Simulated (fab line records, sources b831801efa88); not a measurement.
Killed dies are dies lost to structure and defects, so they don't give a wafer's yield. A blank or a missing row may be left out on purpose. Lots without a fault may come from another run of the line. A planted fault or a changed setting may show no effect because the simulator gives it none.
fab line records | flow sky130
record lots=12 wafers=35 last_day=50
route steps=708 shown CONTACT@420 METAL2@495 PAD_OPEN@708
lots that met no fault: from a run of the same line without faults
start_h: hours from the record's first day to the start of the lot's first wafer shown | wait_h: hours since the lot's step before | " the same as in the row above | L1.1+2: a row that stands for several wafers | - no value, or no start given | * or withheld: withheld | < > ~ a bound
route shown NAME@n: a module of which the file shows steps, and the number in the route of the first | usual: mean/standard deviation of fault-free wafers | same: alike in all rows | chamber/n: place in a boat | sites: the reading at each site | _std_site: their standard deviation | _edge_site: outer sites' mean less inner sites' | radius_mm: how far each site lies from the wafer's centre | mask NAME#n: copy n | behind: the tool/chamber that last shaped the wafer | hold: why the lot was held/for how many hours/how that ended | device: the transistor (n, p or np) that didn't switch | end of line: the same wafers' tests at the end of the route | a step without rows: its recipe alone | killed: dies lost to structure and defects at the first sort, not the wafer's yield | map: a wafer's dies, x killed, . not, _ none there
set.NAME: the setting as run; set.NAME@STEP: as run at that earlier step | model.NAME: the simulator's own value behind a step, which no gauge read
steps of the route over a sample of lots; a table a step, a row a wafer
services: from which hour (start_h, from the record's first day; less than 0 if before it) a tool's chamber was out of use, for how many hours, and why
## steps
# step SKY_CONTACT_CD_MEAS_14
# recipe target_cd_nm=170
# usual cd_nm=170.1/1.3
# columns lot.wafer tool chamber start_h wait_h cd_nm
L617.1 cd_sem-02 - 746.62 - 171.3
L617.5 " - " " 169.2
L617.6 " - " " 170.5
L618.3 cd_sem-02 - 748.48 - 168.1
L618.4 " - " " 168.5
L618.5 " - " " 168.2
L621.1 cd_sem-02 - 774.97 - 169.8
L621.2 " - " " 170.1
L621.3 " - " " 169.1
L619.1 cd_sem-02 - 776.12 - 168.9
L619.3 " - " " 169.9
L619.6 " - " " 168.9
L620.1 cd_sem-01 - 777.25 - 167.6
L620.4 " - " " 168.4
L620.6 " - " " 168.4
L623.1 cd_sem-02 - 807.52 - 169.9
L623.3 " - " " 171.4
L623.5 " - " " 169.9
L625.1 cd_sem-01 - 823.37 - 171.4
L625.5 " - " " 171.3
L625.6 " - " " 168.5
L627.1 cd_sem-01 - 829.99 - 170.9
L627.3 " - " " 172.6
L627.5 " - " " 172.1
L629.2 cd_sem-01 - 856.02 - 170.7
L629.5 " - " " 171.9
L635.2 cd_sem-01 - 881.32 - 169.7
L635.4 " - " " 169.1
L635.6 " - " " 168.8
L637.2 cd_sem-01 - 899.59 - 170.7
L637.3 " - " " 169.7
L637.6 " - " " 168.6
L639.1 cd_sem-02 - 905.20 - 170.7
L639.4 " - " " 171.0
L639.6 " - " " 169.8
# step SKY_CONTACT_SPUTTER_23
# recipe material=TiN target_thk_nm=20 chamber_pressure_pa=5 power_w=4000 time_s=80
# usual throttle_valve_pct=30.1/1.2
# columns lot.wafer tool chamber start_h wait_h throttle_valve_pct
L617.1 pvd_sputter-03 - 747.50 0.0 28.4
L617.5 " - " " 29.5
L617.6 " - " " 28.4
L618.3 pvd_sputter-02 - 749.32 0.0 30.6
L618.4 " - " " 28.5
L618.5 " - " " 29.0
L621.1 pvd_sputter-03 - 775.89 0.0 29.9
L621.2 " - " " 28.7
L621.3 " - " " 30.3
L619.1 pvd_sputter-02 - 777.01 0.0 32.4
L619.3 " - " " 28.5
L619.6 " - " " 28.4
L620.1 pvd_sputter-02 - 778.15 0.0 31.0
L620.4 " - " " 28.9
L620.6 " - " " 30.7
L623.1 pvd_sputter-03 - 808.41 0.0 29.3
L623.3 " - " " 30.4
L623.5 " - " " 29.4
L625.1 pvd_sputter-04 - 824.25 0.0 30.5
L625.5 " - " " 30.8
L625.6 " - " " 29.1
L627.1 pvd_sputter-02 - 830.87 0.0 29.0
L627.3 " - " " 30.8
L627.5 " - " " 30.7
L629.2 pvd_sputter-03 - 856.96 0.0 31.5
L629.5 " - " " 28.4
L635.2 pvd_sputter-03 - 882.29 0.0 31.5
L635.4 " - " " 30.4
L635.6 " - " " 29.3
L637.2 pvd_sputter-03 - 900.48 0.0 29.7
L637.3 " - " " 30.4
L637.6 " - " " 31.7
L639.1 pvd_sputter-03 - 906.08 0.0 28.4
L639.4 " - " " 30.4
L639.6 " - " " 31.7
# step SKY_CONTACT_RS_MEAS_25
# recipe thk_meas_gauge=four-point-probe reads=W_of_CONTACT_CVD_24+TiN_of_CONTACT_SPUTTER_23
# usual CONTACT_W_RS=0.342/0.0061
# columns lot.wafer tool chamber start_h wait_h CONTACT_W_RS[ohm/sq]
L617.1 film_metro-03 - 747.67 0.1 0.337
L617.5 " - " " 0.341
L617.6 " - " " 0.338
L618.3 film_metro-03 - 749.53 0.1 0.334
L618.4 " - " " 0.349
L618.5 " - " " 0.338
L621.1 film_metro-03 - 776.06 0.1 0.336
L621.2 " - " " 0.343
L621.3 " - " " 0.343
L619.1 film_metro-01 - 777.18 0.1 0.349
L619.3 " - " " 0.338
L619.6 " - " " 0.350
L620.1 film_metro-04 - 778.32 0.1 0.354
L620.4 " - " " 0.351
L620.6 " - " " 0.336
L623.1 film_metro-01 - 808.58 0.1 0.355
L623.3 " - " " 0.351
L623.5 " - " " 0.340
L625.1 film_metro-01 - 824.42 0.1 0.350
L625.5 " - " " 0.341
L625.6 " - " " 0.349
L627.1 film_metro-01 - 831.04 0.1 0.342
L627.3 " - " " 0.343
L627.5 " - " " 0.337
L629.2 film_metro-04 - 857.15 0.1 0.340
L629.5 " - " " 0.338
L635.2 film_metro-03 - 882.48 0.1 0.340
L635.4 " - " " 0.338
L635.6 " - " " 0.336
L637.2 film_metro-03 - 900.67 0.1 0.354
L637.3 " - " " 0.345
L637.6 " - " " 0.343
L639.1 film_metro-01 - 906.26 0.1 0.337
L639.4 " - " " 0.334
L639.6 " - " " 0.339
# step SKY_METAL2_EXPOSE_12
# recipe mask_id=MM2 na=0.8 source_shape=annular sigma_inner=0.55 sigma_outer=0.85 target_cd_nm=140 dose_mj=28
# same sigma_inner=0.55 sigma_outer=0.85
# columns lot.wafer tool chamber start_h wait_h mask
L617.1+5+6 krf_scanner-02 0 819.39 - MM2#0
L618.3+4+5 krf_scanner-01 0 822.41 - MM2#0
L621.1+2+3 krf_scanner-02 0 846.83 - MM2#0
L619.1+3+6 krf_scanner-01 0 848.08 - MM2#0
L620.1+4+6 krf_scanner-01 0 849.57 - MM2#0
L623.1+3+5 krf_scanner-01 0 879.32 - MM2#0
L625.1+5+6 krf_scanner-02 0 893.73 - MM2#0
L627.1+3+5 krf_scanner-02 0 899.60 - MM2#0
L629.2+5 krf_scanner-01 0 924.54 - MM2#0
L635.2+4+6 krf_scanner-02 0 948.70 - MM2#0
L637.2+3+6 krf_scanner-02 0 966.04 - MM2#0
L639.1+4+6 krf_scanner-02 0 971.42 - MM2#0
# step SKY_METAL2_CD_MEAS_15
# recipe target_cd_nm=140
# usual cd_nm=139.6/1.6
# columns lot.wafer tool chamber start_h wait_h cd_nm
L617.1 cd_sem-02 - 833.09 - 138.0
L617.5 " - " " 137.8
L617.6 " - " " 137.6
L618.3 cd_sem-01 - 835.28 - 140.5
L618.4 " - " " 140.5
L618.5 " - " " 138.9
L621.1 cd_sem-02 - 860.68 - 136.2
L621.2 " - " " 136.5
L621.3 " - " " 136.8
L619.1 cd_sem-01 - 861.59 - 140.9
L619.3 " - " " 140.2
L619.6 " - " " 140.9
L620.1 cd_sem-02 - 862.77 - 140.7
L620.4 " - " " 138.5
L620.6 " - " " 139.8
L623.1 cd_sem-01 - 891.62 - 140.3
L623.3 " - " " 139.4
L623.5 " - " " 139.9
L625.1 cd_sem-02 - 906.27 - 138.3
L625.5 " - " " 138.5
L625.6 " - " " 138.7
L627.1 cd_sem-02 - 912.78 - 140.6
L627.3 " - " " 140.7
L627.5 " - " " 141.1
L629.2 cd_sem-02 - 937.14 - 138.1
L629.5 " - " " -
L635.2 cd_sem-02 - 960.56 - 140.6
L635.4 " - " " 139.9
L635.6 " - " " 140.6
L637.2 cd_sem-02 - 977.26 - 139.8
L637.3 " - " " 140.4
L637.6 " - " " 140.2
L639.1 cd_sem-01 - 982.38 - 139.6
L639.4 " - " " 140.1
L639.6 " - " " 138.8
# step SKY_METAL2_OVL_MEAS_16
# usual METAL2_OVL=4/6
# columns lot.wafer tool chamber start_h wait_h METAL2_OVL[nm]
L617.1 overlay-02 - 833.21 0.1 12
L617.5 " - " " 5
L617.6 " - " " 5
L618.3 overlay-01 - 835.38 0.1 5
L618.4 " - " " 1
L618.5 " - " " 6
L621.1 overlay-01 - 860.80 0.1 -2
L621.2 " - " " -4
L621.3 " - " " -6
L619.1 overlay-02 - 861.71 0.1 3
L619.3 " - " " 7
L619.6 " - " " 1
L620.1 overlay-02 - 862.89 0.1 0
L620.4 " - " " 1
L620.6 " - " " 0
L623.1 overlay-02 - 891.74 0.1 2
L623.3 " - " " 1
L623.5 " - " " -3
L625.1 overlay-02 - 906.39 0.1 10
L625.5 " - " " 7
L625.6 " - " " 5
L627.1 overlay-02 - 912.90 0.1 4
L627.3 " - " " 6
L627.5 " - " " -4
L629.2 overlay-02 - 937.25 0.1 7
L629.5 " - " " -
L635.2 overlay-01 - 960.67 0.1 -3
L635.4 " - " " -4
L635.6 " - " " -6
L637.2 overlay-01 - 977.37 0.1 0
L637.3 " - " " 2
L637.6 " - " " 1
L639.1 overlay-02 - 982.50 0.1 9
L639.4 " - " " 10
L639.6 " - " " 19
# step SKY_PAD_OPEN_PROBE_99
# usual defect_limited_yield=82.5/2 killed_at_M0_to_M3=44/7.7 killed_at_M4_up=3.0/1.9 killed_at_contacts=25/5.6 killed_at_front_end=15/4.6 killed_at_other=0.3/0.47 killed_dies=86/9.9 killed_on_rim=17/3.6 killed_open=47/7.4 killed_short=39/5.9 sort_bin_3_pad_short=0.8/0.37 sort_bin_5_function=10.4/1.5 sort_bin_6_memory=6.3/1 sort_n_pass=406/9.9 sort_yield_pct=82.5/2
# same gross_dies=492 killed_at_back_side=0 sort_bin_4_leakage[%]=0 sort_bin_8_speed[%]=0
# columns lot.wafer tool chamber start_h wait_h defect_limited_yield[%] killed_at_M0_to_M3 killed_at_M4_up killed_at_contacts killed_at_front_end killed_at_other killed_dies killed_on_rim killed_open killed_short sort_bin_3_pad_short[%] sort_bin_5_function[%] sort_bin_6_memory[%] sort_n_pass sort_yield_pct[%]
L617.1 prober-02 - 1086.90 0.1 80.7 44 0 33 17 1 95 24 54 41 1.2 10.8 7.3 397 80.7
L617.5 prober-02 - 1087.10 0.2 82.1 46 1 26 15 0 88 22 51 37 0.6 11.8 5.5 404 82.1
L617.6 prober-02 - 1087.15 0.2 81.9 49 4 26 10 0 89 22 47 42 1.4 11.4 5.3 403 81.9
L621.1 prober-01 - 1107.61 0.1 80.3 54 11 25 6 1 97 19 47 50 1.4 11.2 7.1 395 80.3
L621.2 prober-01 - 1107.66 0.1 83.1 42 3 21 17 0 83 19 47 36 1.2 9.1 6.5 409 83.1
L621.3 prober-01 - 1107.71 0.2 79.9 49 2 29 19 0 99 18 46 53 1.0 12.4 6.7 393 79.9
L623.1 prober-02 - 1133.05 0.1 85.2 33 4 27 9 0 73 20 37 36 1.2 6.9 6.7 419 85.2
L623.3 prober-02 - 1133.15 0.2 84.8 37 2 23 13 0 75 17 37 38 1.0 9.3 4.9 417 84.8
L623.5 prober-02 - 1133.25 0.2 85.2 42 2 20 9 0 73 20 36 37 0.8 8.9 5.1 419 85.2
L625.1 prober-02 - 1143.96 0.1 79.5 56 6 18 21 0 101 16 65 36 0.6 11.4 8.5 391 79.5
L625.5 prober-02 - 1144.16 0.2 80.3 54 3 23 16 1 97 22 55 42 1.0 11.2 7.5 395 80.3
L625.6 prober-02 - 1144.21 0.2 83.3 53 0 17 12 0 82 13 38 44 0.6 10.6 5.5 410 83.3
L629.2 prober-02 - 1166.03 0.1 84.3 33 2 34 8 0 77 18 42 35 1.6 8.9 5.1 415 84.3
L629.5 prober-02 - 1166.18 0.2 0 451 4 30 6 1 492 96 47 43 1.2 92.3 6.5 0 0
L635.2 prober-01 - 1183.06 0.1 82.3 39 2 28 18 0 87 16 45 42 0.8 10.6 6.3 405 82.3
L635.4 prober-01 - 1183.16 0.2 84.3 28 2 29 18 0 77 12 42 35 0.8 10.0 4.9 415 84.3
L635.6 prober-01 - 1183.26 0.2 85.0 43 2 14 15 0 74 8 39 35 1.6 8.3 5.1 418 85.0
L637.2 prober-01 - 1195.17 0.1 85.2 37 2 26 7 1 73 14 42 31 0.6 9.3 4.9 419 85.2
L637.3 prober-01 - 1195.22 0.2 81.5 51 1 22 17 0 91 16 50 41 0.6 10.0 7.9 401 81.5
L637.6 prober-01 - 1195.37 0.2 83.3 37 6 26 13 0 82 18 49 33 0.6 9.8 6.3 410 83.3
# killed by level:class
L617.1 CONTACT:geometric_particle:open=14 LI_CONTACT:geometric_particle:open=9 METAL2:geometric_particle:short=8 CONTACT:geometric_particle:short=7 VIA1:geometric_particle:open=7 POLY_GATE:geometric_particle:open=6 VIA1:geometric_particle:short=5 VIA2:geometric_particle:open=5
L617.5 VIA1:geometric_particle:open=15 LI_CONTACT:geometric_particle:open=7 POLY_GATE:geometric_particle:open=6 CONTACT:geometric_particle:open=6 METAL1:geometric_particle:short=6 VIA3:geometric_particle:open=6 CONTACT:geometric_particle:short=5 VIA2:geometric_particle:open=5
L617.6 METAL1:geometric_particle:short=11 VIA2:geometric_particle:open=9 CONTACT:geometric_particle:open=7 LOCAL_INTERCONNECT:geometric_particle:short=6 VIA3:geometric_particle:open=6 POLY_GATE:geometric_particle:open=5 LI_CONTACT:geometric_particle:open=5 VIA1:geometric_particle:open=5
L621.1 VIA2:geometric_particle:open=13 METAL4:geometric_particle:short=11 VIA3:geometric_particle:open=9 LI_CONTACT:geometric_particle:open=7 CONTACT:geometric_particle:short=6 VIA1:geometric_particle:open=6 METAL2:geometric_particle:short=6 CONTACT:geometric_particle:open=5
L621.2 CONTACT:geometric_particle:open=9 VIA3:geometric_particle:short=8 FIELD_ISO:geometric_particle:open=7 LI_CONTACT:geometric_particle:open=7 VIA3:geometric_particle:open=6 METAL2:geometric_particle:short=5 METAL1:geometric_particle:short=5 VIA1:geometric_particle:open=5
L621.3 LOCAL_INTERCONNECT:geometric_particle:short=9 METAL2:geometric_particle:short=9 VIA3:geometric_particle:open=9 LI_CONTACT:geometric_particle:open=7 CONTACT:geometric_particle:open=7 VIA3:geometric_particle:short=7 VIA1:geometric_particle:open=6 FIELD_ISO:geometric_particle:short=5
L623.1 CONTACT:geometric_particle:open=11 VIA1:geometric_particle:open=9 LOCAL_INTERCONNECT:geometric_particle:short=7 LI_CONTACT:geometric_particle:open=6 VIA2:geometric_particle:open=6 METAL2:geometric_particle:short=6 FIELD_ISO:geometric_particle:open=4 METAL4:geometric_particle:short=4
L623.3 CONTACT:geometric_particle:open=9 METAL1:geometric_particle:short=6 VIA1:geometric_particle:open=6 FIELD_ISO:geometric_particle:short=5 LI_CONTACT:geometric_particle:open=5 LI_CONTACT:geometric_particle:short=4 VIA1:geometric_particle:short=4 VIA3:geometric_particle:short=4
L623.5 VIA1:geometric_particle:short=9 LI_CONTACT:geometric_particle:open=7 METAL1:geometric_particle:short=7 CONTACT:geometric_particle:open=6 VIA1:geometric_particle:open=5 METAL2:geometric_particle:short=5 FIELD_ISO:geometric_particle:open=3 POLY_GATE:geometric_particle:open=3
L625.1 VIA1:geometric_particle:open=13 VIA2:geometric_particle:open=10 CONTACT:geometric_particle:open=9 METAL1:geometric_particle:short=7 VIA3:geometric_particle:open=7 POLY_GATE:geometric_particle:open=6 VIA1:geometric_particle:short=6 METAL2:geometric_particle:short=6
L625.5 VIA1:geometric_particle:open=15 CONTACT:geometric_particle:open=11 VIA2:geometric_particle:open=8 FIELD_ISO:geometric_particle:short=6 METAL1:geometric_particle:short=6 FIELD_ISO:geometric_particle:open=5 VIA1:geometric_particle:short=5 METAL2:geometric_particle:short=5
L625.6 METAL1:geometric_particle:short=9 VIA1:geometric_particle:open=8 CONTACT:geometric_particle:open=7 LI_CONTACT:geometric_particle:open=7 VIA3:geometric_particle:open=7 VIA3:geometric_particle:short=6 VIA2:geometric_particle:open=5 METAL3:geometric_particle:short=5
L629.2 VIA1:geometric_particle:open=10 CONTACT:geometric_particle:open=9 LI_CONTACT:geometric_particle:open=8 METAL2:geometric_particle:short=8 LOCAL_INTERCONNECT:geometric_particle:short=6 CONTACT:geometric_particle:short=5 VIA2:geometric_particle:open=5 LI_CONTACT:geometric_particle:short=4
L629.5 METAL2:area_expose=402 VIA1:geometric_particle:open=10 LI_CONTACT:geometric_particle:open=9 CONTACT:geometric_particle:open=9 METAL2:geometric_particle:short=9 VIA2:geometric_particle:open=8 VIA1:geometric_particle:short=6 CONTACT:geometric_particle:short=5
L635.2 LI_CONTACT:geometric_particle:open=8 CONTACT:geometric_particle:open=7 VIA3:geometric_particle:open=6 VIA1:geometric_particle:open=6 LI_CONTACT:geometric_particle:short=5 METAL2:geometric_particle:short=5 FIELD_ISO:geometric_particle:short=4 POLY_GATE:geometric_particle:open=4
L635.4 LI_CONTACT:geometric_particle:open=13 CONTACT:geometric_particle:open=6 CONTACT:geometric_particle:short=6 FIELD_ISO:geometric_particle:short=5 METAL2:geometric_particle:short=5 VIA2:geometric_particle:open=5 VIA3:geometric_particle:open=5 POLY_GATE:geometric_particle:short=4
L635.6 VIA3:geometric_particle:open=9 METAL1:geometric_particle:short=8 LI_CONTACT:geometric_particle:open=7 VIA2:geometric_particle:open=7 FIELD_ISO:geometric_particle:short=5 CONTACT:geometric_particle:open=5 VIA1:geometric_particle:open=5 METAL2:geometric_particle:short=4
L637.2 LI_CONTACT:geometric_particle:open=11 VIA1:geometric_particle:open=9 CONTACT:geometric_particle:open=6 CONTACT:geometric_particle:short=5 VIA1:geometric_particle:short=5 VIA2:geometric_particle:short=4 VIA2:geometric_particle:open=4 FIELD_ISO:geometric_particle:open=3
L637.3 LI_CONTACT:geometric_particle:open=9 VIA1:geometric_particle:open=9 VIA2:geometric_particle:open=7 FIELD_ISO:geometric_particle:short=6 CONTACT:geometric_particle:open=6 VIA3:geometric_particle:short=6 POLY_GATE:geometric_particle:open=5 METAL1:geometric_particle:short=5
L637.6 VIA1:geometric_particle:open=10 VIA2:geometric_particle:open=8 CONTACT:geometric_particle:short=7 CONTACT:geometric_particle:open=7 LI_CONTACT:geometric_particle:open=5 METAL4:geometric_particle:short=5 FIELD_ISO:geometric_particle:open=4 LI_CONTACT:geometric_particle:short=4
## services
# columns tool chamber start_h hours kind
krf_scanner-02 - 736.14 1.3 pm
pvd_sputter-04 - 736.49 7.1 repair
krf_scanner-02 - 741.89 0.8 pm
pvd_sputter-04 - 744.55 9.7 repair
krf_scanner-01 - 760.06 1.3 pm
krf_scanner-01 - 763.79 1.0 pm
krf_scanner-02 - 786.16 3.6 pm
pvd_sputter-03 - 786.56 1.9 repair
pvd_sputter-03 - 797.75 1.2 repair
krf_scanner-01 - 809.39 4.4 pm
krf_scanner-01 - 817.29 2.5 repair
krf_scanner-02 - 819.80 1.0 pm
krf_scanner-01 - 825.37 0.8 pm
krf_scanner-02 - 847.89 4.4 pm
krf_scanner-02 - 857.54 2.8 repair
krf_scanner-01 - 888.13 4.5 repair
krf_scanner-02 - 910.69 0.8 pm
krf_scanner-02 - 912.06 1.3 pm
krf_scanner-01 - 913.39 4.0 pm
krf_scanner-01 - 932.79 1.0 pm
krf_scanner-01 - 935.96 1.3 pm
krf_scanner-02 - 954.57 0.4 repair
pvd_sputter-03 - 963.70 4.5 repair
krf_scanner-01 - 970.69 6.0 repair
## key
first_sign step=SKY_METAL2_CD_MEAS_15 reading=cd_nm direction=missing
effect step=SKY_METAL2_OVL_MEAS_16 reading=METAL2_OVL direction=missing
effect step=SKY_PAD_OPEN_PROBE_99 reading=sort_bin_5_function direction=up sigmas=54 usual=10.4 struck=92.3
more_kills_born_at SKY_METAL2_EXPOSE_12@krf_scanner-01=402
met_at SKY_METAL2_EXPOSE_12
struck_lots L629
struck_wafers L629.5
later_rows_left_out L629.5
not_acting_at SKY_CONTACT_CD_MEAS_14,SKY_CONTACT_SPUTTER_23,SKY_CONTACT_RS_MEAS_25
onset_between 879.32 924.54
fault kind=process_parameter_drift tool=krf_scanner-01 chamber=- onset_h=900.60 steps=SKY_METAL2_EXPOSE_12 channel=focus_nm offset=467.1 shape=step end_h=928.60 scope=struck_wafers_only
# later_rows_left_out: the simulator's readings of these wafers behind a module that went badly wrong aren't trusted and aren't shown, but for the sort
